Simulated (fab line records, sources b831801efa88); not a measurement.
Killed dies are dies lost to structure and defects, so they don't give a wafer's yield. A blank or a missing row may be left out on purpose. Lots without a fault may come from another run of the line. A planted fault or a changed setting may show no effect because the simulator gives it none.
fab line records | flow gf180mcu
record lots=5 wafers=15 last_day=33
route steps=602 shown LVPWELL@57 MVSD@66 MVPSD@78 VT_IMPLANT@90
lots that met no fault: from a run of the same line without faults
start_h: hours from the record's first day to the start of the lot's first wafer shown | wait_h: hours since the lot's step before | " the same as in the row above | L1.1+2: a row that stands for several wafers | - no value, or no start given | * or withheld: withheld | < > ~ a bound
route shown NAME@n: a module of which the file shows steps, and the number in the route of the first | usual: mean/standard deviation of fault-free wafers | same: alike in all rows | chamber/n: place in a boat | sites: the reading at each site | _std_site: their standard deviation | _edge_site: outer sites' mean less inner sites' | radius_mm: how far each site lies from the wafer's centre | mask NAME#n: copy n | behind: the tool/chamber that last shaped the wafer | hold: why the lot was held/for how many hours/how that ended | device: the transistor (n, p or np) that didn't switch | end of line: the same wafers' tests at the end of the route | a step without rows: its recipe alone | killed: dies lost to structure and defects at the first sort, not the wafer's yield | map: a wafer's dies, x killed, . not, _ none there
set.NAME: the setting as run; set.NAME@STEP: as run at that earlier step | model.NAME: the simulator's own value behind a step, which no gauge read
lots at some steps of the route; a table a step, a row a wafer
services: from which hour (start_h, from the record's first day; less than 0 if before it) a tool's chamber was out of use, for how many hours, and why
## steps
# step GF_LVPWELL_SOFTBAKE_03
# recipe temp_c=110 time_s=withheld
# usual resist_line_temp_C=22.99/0.09
# columns lot.wafer tool chamber start_h wait_h resist_line_temp_C
L076.4 litho_track-04 0 74.61 0.1 22.87
L076.5 " 0 " " 22.96
L076.6 " 0 " " 22.96
L086.4 litho_track-01 0 131.12 0.1 22.99
L086.5 " 0 " " 22.98
L086.6 " 0 " " 23.06
L089.3 litho_track-03 0 146.08 0.1 22.81
L089.4 " 0 " " 22.97
L089.5 " 0 " " 22.85
L093.1 litho_track-04 0 167.71 0.1 23.12
L093.3 " 0 " " 23.06
L093.5 " 0 " " 22.93
L094.4 litho_track-04 0 173.56 0.1 22.94
L094.5 " 0 " " 23.05
L094.6 " 0 " " 23.00
# step GF_LVPWELL_EXPOSE_04
# recipe mask_id=LVPWELL target_cd_nm=600 na=0.6 source_shape=conventional sigma_outer=0.6 dose_mj=260
# columns lot.wafer tool chamber start_h wait_h mask
L076.4+5+6 iline_stepper-01 0 - - LVPWELL#0
L086.4+5+6 iline_stepper-01 0 - - LVPWELL#0
L089.3+4+5 iline_stepper-01 0 - - LVPWELL#0
L093.1+3+5 iline_stepper-01 0 - - LVPWELL#0
L094.4+5+6 iline_stepper-01 0 - - LVPWELL#0
# step GF_LVPWELL_PEB_05
# recipe temp_c=115 time_s=withheld
# usual resist_line_temp_C=23.01/0.1
# columns lot.wafer tool chamber start_h wait_h resist_line_temp_C
L076.4 litho_track-03 0 - - 23.08
L076.5 " 0 " " 23.14
L076.6 " 0 " " 23.05
L086.4 litho_track-01 0 - - 22.96
L086.5 " 0 " " 23.00
L086.6 " 0 " " 22.94
L089.3 litho_track-04 0 - - 23.04
L089.4 " 0 " " 23.18
L089.5 " 0 " " 23.02
L093.1 litho_track-04 0 - - 22.99
L093.3 " 0 " " 23.02
L093.5 " 0 " " 23.02
L094.4 litho_track-01 0 - - 23.11
L094.5 " 0 " " 22.97
L094.6 " 0 " " 22.92
# step GF_LVPWELL_DEVELOP_06
# recipe wall_angle_deg=90 develop_time_s=60 dev_temp_c=23
# usual resist_line_temp_C=22.99/0.098
# columns lot.wafer tool chamber start_h wait_h resist_line_temp_C
L076.4 litho_track-03 0 - - 22.96
L076.5 " 0 " " 23.01
L076.6 " 0 " " 22.89
L086.4 litho_track-01 0 - - 22.92
L086.5 " 0 " " 22.91
L086.6 " 0 " " 23.01
L089.3 litho_track-04 0 - - 23.12
L089.4 " 0 " " 22.92
L089.5 " 0 " " 22.93
L093.1 litho_track-04 0 - - 22.89
L093.3 " 0 " " 22.83
L093.5 " 0 " " 22.93
L094.4 litho_track-01 0 - - 23.12
L094.5 " 0 " " 23.05
L094.6 " 0 " " 23.05
# step GF_LVPWELL_OVL_MEAS_07
# usual LVPWELL_OVL=-0.2/1.2
# columns lot.wafer tool chamber start_h wait_h LVPWELL_OVL[nm]
L076.4 overlay-02 - 81.39 - -1.3
L076.5 " - " " 1.3
L076.6 " - " " 0.3
L086.4 overlay-02 - 138.33 - 0.0
L086.5 " - " " -0.4
L086.6 " - " " -1.8
L089.3 overlay-02 - 154.17 - -1.1
L089.4 " - " " -0.7
L089.5 " - " " -2.1
L093.1 overlay-02 - 175.46 - 0.3
L093.3 " - " " -1.1
L093.5 " - " " 0.9
L094.4 overlay-01 - 181.48 - -0.8
L094.5 " - " " -2.5
L094.6 " - " " 0.1
# step GF_LVPWELL_IMPLANT_08
# recipe species=B energy_kev=170 dose_cm2=1.5e+13 tilt_deg=0
# columns lot.wafer tool chamber start_h wait_h
L076.4+5+6 implanter-04 0 81.48 0.1
L086.4+5+6 implanter-04 0 138.43 0.1
L089.3+4+5 implanter-02 0 154.25 0.1
L093.1+3+5 implanter-02 0 175.50 0.0
L094.4+5+6 implanter-04 0 181.58 0.1
# step GF_LVPWELL_IMPLANT_09
# recipe species=B energy_kev=60 dose_cm2=5e+12 tilt_deg=0
# columns lot.wafer tool chamber start_h wait_h
L076.4+5+6 implanter-04 0 81.63 0.1
L086.4+5+6 implanter-04 0 138.58 0.1
L089.3+4+5 implanter-02 0 154.40 0.1
L093.1+3+5 implanter-02 0 175.65 0.1
L094.4+5+6 implanter-04 0 181.73 0.1
# step GF_LVPWELL_STRIP_10
# recipe chemistry=O2/N2 power_w=1400 pressure_mtorr=1500 platen_temp_c=250 o2_flow_sccm=3000 n2_flow_sccm=300 overash_fraction=0.5
# usual drypump_motor_current_A=5.7/0.37 heater_power_w=352/19 o2_flow_sccm=3001/9.5 oes_product_au=0.723/0.0047 platen_temp_c=250.00/0.18 strip_time_to_endpoint_s=37.02/0.11
# columns lot.wafer tool chamber start_h wait_h drypump_motor_current_A heater_power_w o2_flow_sccm oes_product_au platen_temp_c rf_hours_counter_h strip_time_to_endpoint_s
L076.4 plasma_asher-04 0 81.74 0.1 6.0 358 2982 0.725 250.07 - 37.00
L076.5 " 0 " " 6.0 358 3005 0.732 249.85 - 37.07
L076.6 " 1 " " 5.2 377 2990 0.724 250.31 - 37.01
L086.4 plasma_asher-04 1 138.68 0.1 5.3 386 2994 0.725 249.86 - 36.94
L086.5 " 0 " " 6.0 349 3009 0.726 249.64 - 36.96
L086.6 " 1 " " 5.3 378 3009 0.722 249.67 - 36.87
L089.3 plasma_asher-02 0 154.53 0.1 6.4 321 2997 0.724 249.77 - 37.07
L089.4 " 1 " " 5.7 349 2991 0.720 250.10 - 37.05
L089.5 " 1 " " 5.7 343 3002 0.726 249.99 - 37.13
L093.1 plasma_asher-03 0 175.80 0.1 5.7 343 2988 0.721 249.95 35 37.19
L093.3 " 0 " " 5.7 334 2983 0.730 250.19 - 37.13
L093.5 " 1 " " 5.4 346 3002 0.731 250.21 - 37.14
L094.4 plasma_asher-02 1 181.83 0.1 5.7 345 3014 0.716 250.05 - 37.04
L094.5 " 1 " " 5.7 347 3013 0.726 250.14 - 37.13
L094.6 " 0 " " 6.4 317 3010 0.726 250.30 - 36.99
# step GF_LVPWELL_TW_MEAS_11
# usual LVPWELL_TW=565/6
# columns lot.wafer tool chamber start_h wait_h LVPWELL_TW
L076.4 film_metro-01 - 81.83 0.1 560
L076.5 " - " " 563
L076.6 " - " " 559
L086.4 film_metro-04 - 138.78 0.1 556
L086.5 " - " " 559
L086.6 " - " " 559
L089.3 film_metro-02 - 154.62 0.1 569
L089.4 " - " " 569
L089.5 " - " " 570
L093.1 film_metro-02 - 175.90 0.1 574
L093.3 " - " " 573
L093.5 " - " " 570
L094.4 film_metro-01 - 181.93 0.1 560
L094.5 " - " " 562
L094.6 " - " " 558
# step GF_MVSD_DEHYDRATE_00
# recipe temp_c=200 time_s=60
# usual resist_line_temp_C=23.01/0.11
# columns lot.wafer tool chamber start_h wait_h resist_line_temp_C
L076.4 litho_track-02 0 88.29 6.4 23.17
L076.5 " 0 " " 23.24
L076.6 " 0 " " 23.14
L086.4 litho_track-02 0 146.29 7.5 23.05
L086.5 " 0 " " 23.06
L086.6 " 0 " " 23.10
L089.3 litho_track-03 0 161.62 7.0 22.94
L089.4 " 0 " " 23.04
L089.5 " 0 " " 23.12
L093.1 litho_track-03 0 183.32 7.4 23.00
L093.3 " 0 " " 23.03
L093.5 " 0 " " 22.91
L094.4 litho_track-03 0 190.29 8.3 23.06
L094.5 " 0 " " 22.87
L094.6 " 0 " " 22.82
# step GF_MVSD_HMDS_01
# recipe prime_time_s=60 prime_temp_c=120
# usual resist_line_temp_C=22.96/0.11
# columns lot.wafer tool chamber start_h wait_h resist_line_temp_C
L076.4 litho_track-02 0 88.44 0.1 23.01
L076.5 " 0 " " 22.94
L076.6 " 0 " " 23.09
L086.4 litho_track-02 0 146.44 0.1 22.98
L086.5 " 0 " " 22.90
L086.6 " 0 " " 22.97
L089.3 litho_track-03 0 161.77 0.1 22.96
L089.4 " 0 " " 22.85
L089.5 " 0 " " 22.91
L093.1 litho_track-03 0 183.47 0.1 23.06
L093.3 " 0 " " 23.09
L093.5 " 0 " " 22.97
L094.4 litho_track-03 0 190.44 0.1 22.93
L094.5 " 0 " " 23.06
L094.6 " 0 " " 22.98
# step GF_MVSD_COAT_02
# recipe spin_rpm=2000 resist_thk_nm=3000
# usual resist_line_temp_C=22.98/0.11
# columns lot.wafer tool chamber start_h wait_h resist_line_temp_C
L076.4 litho_track-02 0 88.59 0.1 22.80
L076.5 " 0 " " 22.97
L076.6 " 0 " " 22.95
L086.4 litho_track-02 0 146.59 0.1 23.22
L086.5 " 0 " " 23.22
L086.6 " 0 " " 23.13
L089.3 litho_track-03 0 161.92 0.1 23.06
L089.4 " 0 " " 22.95
L089.5 " 0 " " 22.95
L093.1 litho_track-03 0 183.62 0.1 23.07
L093.3 " 0 " " 22.84
L093.5 " 0 " " 22.85
L094.4 litho_track-03 0 190.59 0.1 23.18
L094.5 " 0 " " 22.94
L094.6 " 0 " " 23.03
# step GF_MVSD_SOFTBAKE_03
# recipe temp_c=110 time_s=withheld
# usual resist_line_temp_C=23.02/0.096
# columns lot.wafer tool chamber start_h wait_h resist_line_temp_C
L076.4 litho_track-02 0 88.77 0.1 23.03
L076.5 " 0 " " 23.14
L076.6 " 0 " " 23.05
L086.4 litho_track-02 0 146.77 0.1 23.18
L086.5 " 0 " " 23.06
L086.6 " 0 " " 23.14
L089.3 litho_track-03 0 162.08 0.1 22.99
L089.4 " 0 " " 23.01
L089.5 " 0 " " 22.97
L093.1 litho_track-03 0 183.77 0.1 23.04
L093.3 " 0 " " 22.91
L093.5 " 0 " " 22.81
L094.4 litho_track-03 0 190.77 0.1 22.94
L094.5 " 0 " " 23.03
L094.6 " 0 " " 22.96
# step GF_MVSD_EXPOSE_04
# recipe mask_id=MVSD target_cd_nm=1000 na=0.6 source_shape=conventional sigma_outer=0.6 dose_mj=260
# columns lot.wafer tool chamber start_h wait_h mask
L076.4+5+6 iline_stepper-01 0 - - MVSD#0
L086.4+5+6 iline_stepper-01 0 - - MVSD#0
L089.3+4+5 iline_stepper-01 0 - - MVSD#0
L093.1+3+5 iline_stepper-02 0 - - MVSD#0
L094.4+5+6 iline_stepper-01 0 - - MVSD#0
# step GF_MVSD_PEB_05
# recipe temp_c=115 time_s=withheld
# usual resist_line_temp_C=23.00/0.11
# columns lot.wafer tool chamber start_h wait_h resist_line_temp_C
L076.4 litho_track-03 0 - - 22.92
L076.5 " 0 " " 23.03
L076.6 " 0 " " 23.05
L086.4 litho_track-04 0 - - 22.90
L086.5 " 0 " " 22.99
L086.6 " 0 " " 23.03
L089.3 litho_track-02 0 - - 22.87
L089.4 " 0 " " 22.96
L089.5 " 0 " " 22.93
L093.1 litho_track-04 0 - - 22.93
L093.3 " 0 " " 22.75
L093.5 " 0 " " 23.04
L094.4 litho_track-04 0 - - 22.95
L094.5 " 0 " " 22.84
L094.6 " 0 " " 23.06
# step GF_MVSD_DEVELOP_06
# recipe wall_angle_deg=90 develop_time_s=60 dev_temp_c=23
# usual resist_line_temp_C=23.02/0.11
# columns lot.wafer tool chamber start_h wait_h resist_line_temp_C
L076.4 litho_track-03 0 - - 23.13
L076.5 " 0 " " 22.99
L076.6 " 0 " " 22.80
L086.4 litho_track-04 0 - - 23.01
L086.5 " 0 " " 23.01
L086.6 " 0 " " 23.01
L089.3 litho_track-02 0 - - 22.93
L089.4 " 0 " " 23.10
L089.5 " 0 " " 22.96
L093.1 litho_track-04 0 - - 22.84
L093.3 " 0 " " 23.06
L093.5 " 0 " " 22.99
L094.4 litho_track-04 0 - - 23.01
L094.5 " 0 " " 23.09
L094.6 " 0 " " 22.94
# step GF_MVSD_OVL_MEAS_07
# usual MVSD_OVL=0.6/1.1
# columns lot.wafer tool chamber start_h wait_h MVSD_OVL[nm]
L076.4 overlay-01 - 96.04 - 1.7
L076.5 " - " " 0.9
L076.6 " - " " 0.5
L086.4 overlay-01 - 154.83 - 2.3
L086.5 " - " " -0.9
L086.6 " - " " -1.3
L089.3 overlay-02 - 170.28 - -0.3
L089.4 " - " " 1.4
L089.5 " - " " 1.3
L093.1 overlay-02 - 191.91 - 0.1
L093.3 " - " " 0.1
L093.5 " - " " 0.1
L094.4 overlay-01 - 198.98 - 0.7
L094.5 " - " " 0.8
L094.6 " - " " 0.0
# step GF_MVSD_IMPLANT_08
# recipe species=P energy_kev=400 dose_cm2=1.6e+13 tilt_deg=0
# columns lot.wafer tool chamber start_h wait_h
L076.4+5+6 implanter-01 0 96.13 0.1
L086.4+5+6 implanter-03 0 154.92 0.1
L089.3+4+5 implanter-04 0 170.35 0.1
L093.1+3+5 implanter-03 0 191.95 0.0
L094.4+5+6 implanter-04 0 199.07 0.1
# step GF_MVSD_IMPLANT_09
# recipe species=P energy_kev=100 dose_cm2=5e+12 tilt_deg=0
# columns lot.wafer tool chamber start_h wait_h
L076.4+5+6 implanter-01 0 96.28 0.1
L086.4+5+6 implanter-03 0 155.07 0.1
L089.3+4+5 implanter-04 0 170.50 0.1
L093.1+3+5 implanter-03 0 192.10 0.1
L094.4+5+6 implanter-04 0 199.22 0.1
# step GF_MVSD_STRIP_10
# recipe chemistry=O2/N2 power_w=1400 pressure_mtorr=1500 platen_temp_c=250 o2_flow_sccm=3000 n2_flow_sccm=300 overash_fraction=0.5
# usual drypump_motor_current_A=5.8/0.31 heater_power_w=337/21 o2_flow_sccm=2999/8.9 oes_product_au=0.722/0.0049 platen_temp_c=250.02/0.19 strip_time_to_endpoint_s=36.99/0.096
# columns lot.wafer tool chamber start_h wait_h drypump_motor_current_A heater_power_w o2_flow_sccm oes_product_au platen_temp_c rf_hours_counter_h strip_time_to_endpoint_s
L076.4 plasma_asher-02 0 96.39 0.1 6.3 342 3004 0.716 250.62 - 37.00
L076.5 " 0 " " 6.3 348 3010 0.727 249.97 - 36.98
L076.6 " 1 " " 5.7 378 3007 0.718 249.76 - 36.97
L086.4 plasma_asher-01 1 155.18 0.1 5.7 357 2995 0.723 250.16 - 37.09
L086.5 " 1 " " 5.7 360 2997 0.725 249.86 - 37.08
L086.6 " 0 " " 6.0 304 2984 0.719 249.88 - 36.91
L089.3 plasma_asher-02 1 170.63 0.1 5.7 358 2980 0.728 250.06 - 37.08
L089.4 " 0 " " 6.3 318 2994 0.723 250.10 - 37.09
L089.5 " 0 " " 6.3 323 2996 0.726 249.97 - 37.04
L093.1 plasma_asher-02 0 192.25 0.1 6.3 326 2996 0.723 249.97 8 37.08
L093.3 " 1 " " 5.7 351 2988 0.716 250.05 - 37.11
L093.5 " 1 " " 5.7 348 2990 0.724 249.80 - 37.00
L094.4 plasma_asher-01 1 199.33 0.1 5.7 356 3003 0.722 249.96 - 36.92
L094.5 " 1 " " 5.6 361 2983 0.719 250.27 - 36.91
L094.6 " 0 " " 6.0 310 3003 0.719 250.05 - 36.84
# step GF_MVSD_TW_MEAS_11
# usual MVSD_TW=1591/17
# columns lot.wafer tool chamber start_h wait_h MVSD_TW
L076.4 film_metro-01 - 96.48 0.1 1586
L076.5 " - " " 1591
L076.6 " - " " 1577
L086.4 film_metro-04 - 155.31 0.1 1585
L086.5 " - " " 1587
L086.6 " - " " 1587
L089.3 film_metro-01 - 170.72 0.1 1583
L089.4 " - " " 1581
L089.5 " - " " 1586
L093.1 film_metro-01 - 192.35 0.1 1582
L093.3 " - " " 1574
L093.5 " - " " 1585
L094.4 film_metro-04 - 199.43 0.1 1572
L094.5 " - " " 1569
L094.6 " - " " 1571
# step GF_MVPSD_DEHYDRATE_00
# recipe temp_c=200 time_s=60
# usual resist_line_temp_C=23.00/0.12
# columns lot.wafer tool chamber start_h wait_h resist_line_temp_C
L076.4 litho_track-04 0 102.89 6.4 23.05
L076.5 " 0 " " 23.26
L076.6 " 0 " " 22.96
L086.4 litho_track-04 0 162.99 7.7 22.74
L086.5 " 0 " " 22.90
L086.6 " 0 " " 22.81
L089.3 litho_track-04 0 178.46 7.7 23.14
L089.4 " 0 " " 22.98
L089.5 " 0 " " 22.95
L093.1 litho_track-01 0 200.16 7.8 23.07
L093.3 " 0 " " 22.90
L093.5 " 0 " " 22.99
L094.4 litho_track-04 0 207.44 8.0 23.05
L094.5 " 0 " " 22.94
L094.6 " 0 " " 22.96
# step GF_MVPSD_HMDS_01
# recipe prime_time_s=60 prime_temp_c=120
# usual resist_line_temp_C=22.98/0.11
# columns lot.wafer tool chamber start_h wait_h resist_line_temp_C
L076.4 litho_track-04 0 103.04 0.1 23.04
L076.5 " 0 " " 22.86
L076.6 " 0 " " 22.89
L086.4 litho_track-04 0 163.14 0.1 22.83
L086.5 " 0 " " 22.77
L086.6 " 0 " " 22.88
L089.3 litho_track-04 0 178.61 0.1 23.08
L089.4 " 0 " " 23.26
L089.5 " 0 " " 23.04
L093.1 litho_track-01 0 200.31 0.1 23.10
L093.3 " 0 " " 23.07
L093.5 " 0 " " 22.93
L094.4 litho_track-04 0 207.59 0.1 22.88
L094.5 " 0 " " 22.91
L094.6 " 0 " " 22.83
# step GF_MVPSD_COAT_02
# recipe spin_rpm=2000 resist_thk_nm=3000
# usual resist_line_temp_C=23.00/0.1
# columns lot.wafer tool chamber start_h wait_h resist_line_temp_C
L076.4 litho_track-04 0 103.19 0.1 23.10
L076.5 " 0 " " 22.97
L076.6 " 0 " " 23.05
L086.4 litho_track-04 0 163.29 0.1 22.96
L086.5 " 0 " " 22.84
L086.6 " 0 " " 22.91
L089.3 litho_track-04 0 178.76 0.1 22.95
L089.4 " 0 " " 22.85
L089.5 " 0 " " 23.02
L093.1 litho_track-01 0 200.46 0.1 22.98
L093.3 " 0 " " 22.88
L093.5 " 0 " " 22.85
L094.4 litho_track-04 0 207.74 0.1 22.98
L094.5 " 0 " " 23.01
L094.6 " 0 " " 23.05
# step GF_MVPSD_SOFTBAKE_03
# recipe temp_c=110 time_s=withheld
# usual resist_line_temp_C=23.01/0.12
# columns lot.wafer tool chamber start_h wait_h resist_line_temp_C
L076.4 litho_track-04 0 103.36 0.1 22.94
L076.5 " 0 " " 23.02
L076.6 " 0 " " 23.02
L086.4 litho_track-04 0 163.46 0.1 23.04
L086.5 " 0 " " 23.07
L086.6 " 0 " " 23.01
L089.3 litho_track-04 0 178.93 0.1 22.99
L089.4 " 0 " " 22.99
L089.5 " 0 " " 23.13
L093.1 litho_track-01 0 200.61 0.1 22.87
L093.3 " 0 " " 23.12
L093.5 " 0 " " 23.00
L094.4 litho_track-04 0 207.91 0.1 23.20
L094.5 " 0 " " 22.94
L094.6 " 0 " " 22.82
# step GF_MVPSD_EXPOSE_04
# recipe mask_id=MVPSD target_cd_nm=1000 na=0.6 source_shape=conventional sigma_outer=0.6 dose_mj=260
# columns lot.wafer tool chamber start_h wait_h mask
L076.4+5+6 iline_stepper-01 0 - - MVPSD#0
L086.4+5+6 iline_stepper-01 0 - - MVPSD#0
L089.3+4+5 iline_stepper-01 0 - - MVPSD#0
L093.1+3+5 iline_stepper-01 0 - - MVPSD#0
L094.4+5+6 iline_stepper-02 0 - - MVPSD#0
# step GF_MVPSD_PEB_05
# recipe temp_c=115 time_s=withheld
# usual resist_line_temp_C=23.01/0.1
# columns lot.wafer tool chamber start_h wait_h resist_line_temp_C
L076.4 litho_track-02 0 - - 23.17
L076.5 " 0 " " 23.06
L076.6 " 0 " " 23.11
L086.4 litho_track-04 0 - - 23.10
L086.5 " 0 " " 22.96
L086.6 " 0 " " 23.05
L089.3 litho_track-01 0 - - 22.87
L089.4 " 0 " " 22.89
L089.5 " 0 " " 22.90
L093.1 litho_track-01 0 - - 22.88
L093.3 " 0 " " 23.02
L093.5 " 0 " " 23.02
L094.4 litho_track-04 0 - - 23.01
L094.5 " 0 " " 22.94
L094.6 " 0 " " 23.00
# step GF_MVPSD_DEVELOP_06
# recipe wall_angle_deg=90 develop_time_s=60 dev_temp_c=23
# usual resist_line_temp_C=22.99/0.12
# columns lot.wafer tool chamber start_h wait_h resist_line_temp_C
L076.4 litho_track-02 0 - - 23.04
L076.5 " 0 " " 23.10
L076.6 " 0 " " 22.97
L086.4 litho_track-04 0 - - 23.00
L086.5 " 0 " " 23.06
L086.6 " 0 " " 23.05
L089.3 litho_track-01 0 - - 22.96
L089.4 " 0 " " 22.80
L089.5 " 0 " " 22.92
L093.1 litho_track-01 0 - - 23.06
L093.3 " 0 " " 23.15
L093.5 " 0 " " 22.96
L094.4 litho_track-04 0 - - 23.12
L094.5 " 0 " " 22.88
L094.6 " 0 " " 22.99
# step GF_MVPSD_OVL_MEAS_07
# usual MVPSD_OVL=0.8/1.2
# columns lot.wafer tool chamber start_h wait_h MVPSD_OVL[nm]
L076.4 overlay-02 - 110.53 - 0.2
L076.5 " - " " 1.4
L076.6 " - " " 3.3
L086.4 overlay-02 - 171.58 - 1.4
L086.5 " - " " 0.4
L086.6 " - " " 0.5
L089.3 overlay-02 - 186.83 - 0.6
L089.4 " - " " -1.4
L089.5 " - " " -0.7
L093.1 overlay-01 - 209.21 - 1.0
L093.3 " - " " -1.0
L093.5 " - " " 0.2
L094.4 overlay-02 - 216.93 - 0.5
L094.5 " - " " 0.5
L094.6 " - " " -1.7
# step GF_MVPSD_IMPLANT_08
# recipe species=B energy_kev=170 dose_cm2=1.5e+13 tilt_deg=0
# columns lot.wafer tool chamber start_h wait_h
L076.4+5+6 implanter-02 0 110.63 0.1
L086.4+5+6 implanter-01 0 171.67 0.1
L089.3+4+5 implanter-01 0 186.90 0.1
L093.1+3+5 implanter-02 0 209.25 0.0
L094.4+5+6 implanter-02 0 217.02 0.1
# step GF_MVPSD_IMPLANT_09
# recipe species=B energy_kev=40 dose_cm2=5e+12 tilt_deg=0
# columns lot.wafer tool chamber start_h wait_h
L076.4+5+6 implanter-02 0 110.78 0.1
L086.4+5+6 implanter-01 0 171.82 0.1
L089.3+4+5 implanter-01 0 187.05 0.1
L093.1+3+5 implanter-02 0 209.40 0.1
L094.4+5+6 implanter-02 0 217.17 0.1
# step GF_MVPSD_STRIP_10
# recipe chemistry=O2/N2 power_w=1400 pressure_mtorr=1500 platen_temp_c=250 o2_flow_sccm=3000 n2_flow_sccm=300 overash_fraction=0.5
# usual drypump_motor_current_A=5.61/0.29 heater_power_w=348/19 o2_flow_sccm=2999/9.2 oes_product_au=0.723/0.0047 platen_temp_c=250.02/0.18 strip_time_to_endpoint_s=36.94/0.099
# columns lot.wafer tool chamber start_h wait_h drypump_motor_current_A heater_power_w o2_flow_sccm oes_product_au platen_temp_c rf_hours_counter_h strip_time_to_endpoint_s
L076.4 plasma_asher-01 0 110.89 0.1 5.96 306 3002 0.724 249.94 - 36.87
L076.5 " 0 " " 5.97 309 2994 0.729 250.03 - 36.93
L076.6 " 1 " " 5.65 361 2995 0.725 249.91 - 36.90
L086.4 plasma_asher-04 0 171.93 0.1 5.96 351 2996 0.721 249.62 - 37.02
L086.5 " 1 " " 5.24 373 3015 0.718 249.85 - 36.95
L086.6 " 0 " " 5.95 361 2999 0.727 249.88 - 37.04
L089.3 plasma_asher-03 0 187.18 0.1 5.74 332 3006 0.717 250.00 - 36.86
L089.4 " 1 " " 5.35 336 3000 0.720 250.04 - 36.94
L089.5 " 1 " " 5.35 342 2993 0.719 249.77 - 37.01
L093.1 plasma_asher-04 1 209.55 0.1 5.24 384 2999 0.721 249.95 60 36.98
L093.3 " 1 " " 5.26 373 3018 0.720 250.10 - 36.90
L093.5 " 1 " " 5.24 379 2993 0.717 250.03 - 36.89
L094.4 plasma_asher-04 1 217.28 0.1 5.24 379 2987 0.717 249.93 - 36.90
L094.5 " 0 " " 5.95 355 2994 0.722 250.37 - 37.02
L094.6 " 1 " " 5.25 360 3007 0.724 249.98 - 37.08
# step GF_MVPSD_TW_MEAS_11
# usual MVPSD_TW=558/5.7
# columns lot.wafer tool chamber start_h wait_h MVPSD_TW
L076.4 film_metro-04 - 110.98 0.1 554
L076.5 " - " " 555
L076.6 " - " " 556
L086.4 film_metro-04 - 172.03 0.1 555
L086.5 " - " " 553
L086.6 " - " " 556
L089.3 film_metro-04 - 187.27 0.1 556
L089.4 " - " " 552
L089.5 " - " " 554
L093.1 film_metro-01 - 209.65 0.1 556
L093.3 " - " " 553
L093.5 " - " " 555
L094.4 film_metro-02 - 217.38 0.1 563
L094.5 " - " " 567
L094.6 " - " " 566
# step GF_VT_IMPLANT_DEHYDRATE_00
# recipe temp_c=200 time_s=60
# usual resist_line_temp_C=23.00/0.11
# columns lot.wafer tool chamber start_h wait_h resist_line_temp_C
L076.4 litho_track-02 0 117.64 6.6 23.25
L076.5 " 0 " " 23.13
L076.6 " 0 " " 23.07
L086.4 litho_track-03 0 179.49 7.5 23.20
L086.5 " 0 " " 23.05
L086.6 " 0 " " 23.01
L089.3 litho_track-01 0 195.31 8.0 23.03
L089.4 " 0 " " 22.98
L089.5 " 0 " " 22.90
L093.1 litho_track-01 0 217.51 7.9 23.08
L093.3 " 0 " " 23.09
L093.5 " 0 " " 23.12
L094.4 litho_track-03 0 225.34 8.0 22.94
L094.5 " 0 " " 23.20
L094.6 " 0 " " 23.04
# step GF_VT_IMPLANT_HMDS_01
# recipe prime_time_s=60 prime_temp_c=120
# usual resist_line_temp_C=23.01/0.11
# columns lot.wafer tool chamber start_h wait_h resist_line_temp_C
L076.4 litho_track-02 0 117.79 0.1 22.93
L076.5 " 0 " " 23.00
L076.6 " 0 " " 22.92
L086.4 litho_track-03 0 179.64 0.1 23.05
L086.5 " 0 " " 23.20
L086.6 " 0 " " 23.04
L089.3 litho_track-01 0 195.46 0.1 23.05
L089.4 " 0 " " 23.06
L089.5 " 0 " " 23.05
L093.1 litho_track-01 0 217.66 0.1 23.13
L093.3 " 0 " " 23.20
L093.5 " 0 " " 23.13
L094.4 litho_track-03 0 225.49 0.1 23.02
L094.5 " 0 " " 22.97
L094.6 " 0 " " 22.87
# step GF_VT_IMPLANT_COAT_02
# recipe resist=NOVOLAK spin_rpm=3000 resist_thk_nm=1000
# usual resist_line_temp_C=23.03/0.1
# columns lot.wafer tool chamber start_h wait_h resist_line_temp_C
L076.4 litho_track-02 0 117.94 0.1 22.90
L076.5 " 0 " " 22.95
L076.6 " 0 " " 23.04
L086.4 litho_track-03 0 179.79 0.1 23.17
L086.5 " 0 " " 23.08
L086.6 " 0 " " 23.12
L089.3 litho_track-01 0 195.61 0.1 22.91
L089.4 " 0 " " 22.92
L089.5 " 0 " " 22.81
L093.1 litho_track-01 0 217.81 0.1 23.01
L093.3 " 0 " " 23.10
L093.5 " 0 " " 23.15
L094.4 litho_track-03 0 225.64 0.1 23.07
L094.5 " 0 " " 23.05
L094.6 " 0 " " 22.98
# step GF_VT_IMPLANT_SOFTBAKE_03
# recipe temp_c=90 time_s=60 resist=NOVOLAK
# usual resist_line_temp_C=22.97/0.1
# columns lot.wafer tool chamber start_h wait_h resist_line_temp_C
L076.4 litho_track-02 0 118.09 0.1 22.71
L076.5 " 0 " " 22.89
L076.6 " 0 " " 22.91
L086.4 litho_track-03 0 179.94 0.1 23.02
L086.5 " 0 " " 22.98
L086.6 " 0 " " 22.96
L089.3 litho_track-01 0 195.76 0.1 22.90
L089.4 " 0 " " 22.95
L089.5 " 0 " " 23.02
L093.1 litho_track-01 0 217.96 0.1 22.85
L093.3 " 0 " " 22.92
L093.5 " 0 " " 22.92
L094.4 litho_track-03 0 225.79 0.1 22.85
L094.5 " 0 " " 23.04
L094.6 " 0 " " 22.83
# step GF_VT_IMPLANT_EXPOSE_04
# recipe mask_id=LVPWELL_LV_AREA target_cd_nm=600 na=0.6 source_shape=conventional sigma_outer=0.6 dose_mj=140
# columns lot.wafer tool chamber start_h wait_h mask
L076.4+5+6 iline_stepper-02 0 - - LVPWELL_LV_AREA#0
L086.4+5+6 iline_stepper-02 0 - - LVPWELL_LV_AREA#0
L089.3+4+5 iline_stepper-01 0 - - LVPWELL_LV_AREA#0
L093.1+3+5 iline_stepper-02 0 - - LVPWELL_LV_AREA#0
L094.4+5+6 iline_stepper-02 0 - - LVPWELL_LV_AREA#0
## services
# columns tool chamber start_h hours kind
plasma_asher-03 - 73.21 2.7 repair
plasma_asher-03 - 76.75 2.8 pm
iline_stepper-02 0 81.62 - calibration
plasma_asher-02 - 87.19 4.3 repair
iline_stepper-02 - 91.96 1.7 pm
implanter-02 - 102.01 2.6 repair
plasma_asher-02 - 108.75 9.0 pm
plasma_asher-02 0 108.75 9.0 vent_cycle
plasma_asher-02 1 108.75 9.0 vent_cycle
plasma_asher-03 - 116.26 2.0 repair
plasma_asher-02 0 117.75 - clean
plasma_asher-02 1 117.75 - clean
plasma_asher-04 - 134.58 1.0 repair
implanter-02 - 140.85 4.1 repair
implanter-04 - 144.94 0.6 repair
implanter-03 - 151.36 3.4 repair
implanter-01 - 166.51 4.5 pm
plasma_asher-01 - 184.05 0.6 repair
implanter-04 - 190.19 3.2 pm
plasma_asher-01 - 196.14 2.8 pm
implanter-04 - 220.44 3.5 repair
plasma_asher-03 - 221.98 9.4 repair
## key
fault none
